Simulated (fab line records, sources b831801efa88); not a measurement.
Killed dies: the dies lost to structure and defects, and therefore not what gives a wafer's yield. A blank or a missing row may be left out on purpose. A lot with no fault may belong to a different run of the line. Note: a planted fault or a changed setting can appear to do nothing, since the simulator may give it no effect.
8D (eight disciplines) problem report, filled in by code / flow sky130 / the parts of the form that need people (team, actions taken, sign-off) are left out

1. THE ISSUE
doseIonsCm2 at SKY_LDD_N_IMPLANT_11 reads a mean of 6.840e+13 on 6 wafers of 2 lots; wafers without a fault read 7.499e+13 with a standard deviation of 8.8e+10. Measured from the usual mean, that is -75 standard deviations.
The first sign was on wafer L294.1 at day 19 13:29, on implanter-03. The record has a number at this step for 39 wafers belonging to 13 lots. The rule behind "out" and "out of limits": a value lying over 4 standard deviations away from the usual mean. The rest of the wafers with a number are treated as sound.

2. WHAT THIS IS AND IS NOT
question=which readings at this step | is=doseIonsCm2 | is not=-
question=which lots | is=L294, L295 | is not=L290, L297, L301, L302, L303, L304, L308, L309, L310, L311, L312
question=which wafers of those lots | is=all that have a number | is not=-
question=read on which tools | is=implanter-03 | is not=implanter-01, implanter-04
question=when | is=from day 19 13:29 | is not=up to then (3 sound wafers); but 30 sound wafers of L297, L301, L302, L303, L304, L308, L309, L310, L311, L312 came after

3. THE SUSPECTS, EACH WITH WHAT RULES IT OUT
Counting: a tool stays on the suspect list if, at a process step up to the reading, it processed all lots that are out and no sound lot following the first of them.
- implanter-03 at SKY_LDD_N_IMPLANT_11: ruled out as a lasting fault. After its first lot that is out, L294 (day 19 13:29), sound lots L304, L308, L312 ran on it.
Left after counting: nothing in the record.

4. THE CAUSE (what the simulator had put in)
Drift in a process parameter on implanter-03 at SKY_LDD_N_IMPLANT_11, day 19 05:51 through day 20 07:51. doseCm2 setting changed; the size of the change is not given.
Counting ruled it out, wrongly.

5. THE EFFECT CHAIN, in route order
Each row: a reading whose mean over the struck wafers that have a number lies more than 3 standard deviations from the usual. Only readings for which the record gives a usual standard deviation are gone through. hours: the time from each lot's start at the first step in this table that gives one to its start at this step, as a median over the lots. sigmas: the change in usual standard deviations.
hours=0; step=SKY_LDD_N_IMPLANT_11; reading=doseIonsCm2; usual=7.499e+13; on struck wafers=6.840e+13; change=-6.588e+12; sigmas=-75
hours=0; step=SKY_LDD_N_IMPLANT_11; reading=faradayCurrentUA; usual=423; on struck wafers=384; change=-39; sigmas=-5.1
It contains these process steps:
- SKY_LDD_N_IMPLANT_11
Later steps that measure or inspect, where all struck wafers having a row at the step show a number for every such reading and not one has moved that far: SKY_LDD_HVN_OVL_MEAS_07.

6. WHAT WOULD HAVE CAUGHT IT SOONER
In this record no reading fell out of limits until day 19 13:29, 8 hours after the fault had begun at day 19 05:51.
